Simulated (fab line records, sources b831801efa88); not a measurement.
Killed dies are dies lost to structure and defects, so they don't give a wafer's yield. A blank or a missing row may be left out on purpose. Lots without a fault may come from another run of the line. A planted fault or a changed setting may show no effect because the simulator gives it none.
Which tool did it? | flow sfq_line | 14 lots, 42 wafers sampled, at 3 steps of a route of 325

WHAT THE GAUGES READ, wafer by wafer
SFQ_L0_RS_MEAS_901: measures by four-point-probe.
lot  | measured    | on            | L0_MONX_KI_RS (ohm/sq)
L236 | day 1 12:37 | film_metro-04 | 43.3 43.3 42.8
L237 | day 1 17:34 | film_metro-04 | 42.7 43.2 43.9
L238 | day 1 22:34 | film_metro-01 | 43.8 42.9 43.4
L240 | day 2 08:36 | film_metro-02 | 44.4 44.0 43.6
L241 | day 2 13:36 | film_metro-01 | 43.8 44.3 43.0
L243 | day 2 23:34 | film_metro-01 | 43.5 42.7 43.1
L244 | day 3 04:35 | film_metro-04 | 43.4 43.4 43.2
L245 | day 3 09:34 | film_metro-04 | 43.3 43.7 43.3
L246 | day 3 14:34 | film_metro-02 | 43.2 43.2 43.1
L247 | day 3 19:35 | film_metro-01 | 43.2 43.2 43.4
L248 | day 4 00:35 | film_metro-02 | 44.3 44.0 44.0
L250 | day 4 10:36 | film_metro-01 | 44.2 43.8 43.7
L251 | day 4 15:34 | film_metro-04 | 43.3 43.4 43.7
L259 | day 6 07:34 | film_metro-04 | 43.6 43.8 43.8

SFQ_I0_OVL_MEAS_908.
lot  | measured     | on         | I0_OVL (nm)
L236 | day 17 04:08 | overlay-02 | -2 -6 -7
L237 | day 17 18:14 | overlay-01 | -1 -1 -1
L238 | day 18 20:21 | overlay-02 | 2 -3 3
L240 | day 19 04:46 | overlay-02 | -4 -6 -5
L241 | day 19 10:46 | overlay-02 | 5 3 1
L243 | day 20 15:33 | overlay-01 | -3 1 -5
L244 | day 21 01:17 | overlay-02 | 2 -3 -2
L245 | day 21 12:11 | overlay-01 | -6 -5 -7
L246 | day 22 01:31 | overlay-02 | -2 -2 -1
L247 | day 23 03:53 | overlay-01 | -5 -14 -11
L248 | day 23 08:41 | overlay-01 | 8 5 4
L250 | day 23 23:05 | overlay-02 | 5 3 9
L251 | day 24 12:16 | overlay-01 | 1 2 3
L259 | day 27 09:07 | overlay-01 | 1 2 3

WHICH TOOL RAN EACH LOT (tool, then ch and the chambers of the sampled wafers, then the start)
lot  | SFQ_TRILAYER_L0_VIA_ETCH_VIA_ETCH_016
L236 | rie_diel-04 ch 1,2,3, day 7 14:30
L237 | rie_diel-01 ch 1,2,3, day 7 22:27
L238 | rie_diel-01 ch 0,3, day 8 08:03
L240 | rie_diel-04 ch 0,3, day 9 00:58
L241 | rie_diel-04 ch 0,2, day 9 08:10
L243 | rie_diel-01 ch 2,3, day 10 05:05
L244 | rie_diel-04 ch 0,3, day 10 11:11
L245 | rie_diel-01 ch 0,2,3, day 10 14:47
L246 | rie_diel-03 ch 1,2,3, day 11 00:23
L247 | rie_diel-04 ch 0,1,3, day 11 08:47
L248 | rie_diel-01 ch 1,3, day 11 11:11
L250 | rie_diel-04 ch 2,3, day 12 01:52
L251 | rie_diel-03 ch 1,2,3, day 12 11:28
L259 | rie_diel-03 ch 1,2, day 14 21:19
- SFQ_TRILAYER_L0_VIA_ETCH_VIA_ETCH_016: etches SiO2 in CHF3, stops on MoNx KI, target depth 80 nm.

WHAT THE TOOLS THEMSELVES READ (means of the sampled wafers that have a number; where no wafer has one, the mark that the record gives instead)
SFQ_TRILAYER_L0_VIA_ETCH_VIA_ETCH_016.
lot  | tool        | chamber_pressure_mTorr (mTorr) | drypump_motor_current_A (A) | oes_product_au (a.u.)
L236 | rie_diel-04 | 29.984                         | 5.4                         | 0.848
L237 | rie_diel-01 | 29.988                         | 5.6                         | 0.842
L238 | rie_diel-01 | 29.982                         | 5.7                         | 0.837
L240 | rie_diel-04 | 29.984                         | 5.4                         | 0.848
L241 | rie_diel-04 | 29.977                         | 5.1                         | 0.850
L243 | rie_diel-01 | 29.993                         | 5.9                         | 0.853
L244 | rie_diel-04 | 30.007                         | 5.4                         | 0.852
L245 | rie_diel-01 | 29.996                         | 5.7                         | 0.843
L246 | rie_diel-03 | 30.009                         | 6.3                         | 0.840
L247 | rie_diel-04 | 29.990                         | 5.3                         | 0.847
L248 | rie_diel-01 | 30.006                         | 5.4                         | 0.841
L250 | rie_diel-04 | 29.996                         | 5.4                         | 0.840
L251 | rie_diel-03 | 30.013                         | 6.3                         | 0.840
L259 | rie_diel-03 | 29.982                         | 6.5                         | 0.836

THE ANSWER, worked out from the rows above alone
Rule: what is usual is taken from the lots themselves. Put in order of their means at a reading, lots are off if they are a third of the lots or fewer, leave a main group of 4 or more, and stand apart from it by a gap of 3 or more times the standard deviation of the main group's means; of several such gaps the widest counts. A main group whose means are all the same, to the digits that the tables above print for the reading, isn't used. A lot without any number at a reading at which 4 lots or more have one is off too. The other lots that the step has rows for count as sound. The gauges are gone through in route order, then the tools' own readings, and for those a lot's mean is taken as printed above. The first step at which some lot is off is used, and at that step the reading that is off furthest; a lot without a number counts as furthest.
No lot is off at any reading shown: from this, nothing can be told.

WHAT THE SIMULATOR HAD PUT IN
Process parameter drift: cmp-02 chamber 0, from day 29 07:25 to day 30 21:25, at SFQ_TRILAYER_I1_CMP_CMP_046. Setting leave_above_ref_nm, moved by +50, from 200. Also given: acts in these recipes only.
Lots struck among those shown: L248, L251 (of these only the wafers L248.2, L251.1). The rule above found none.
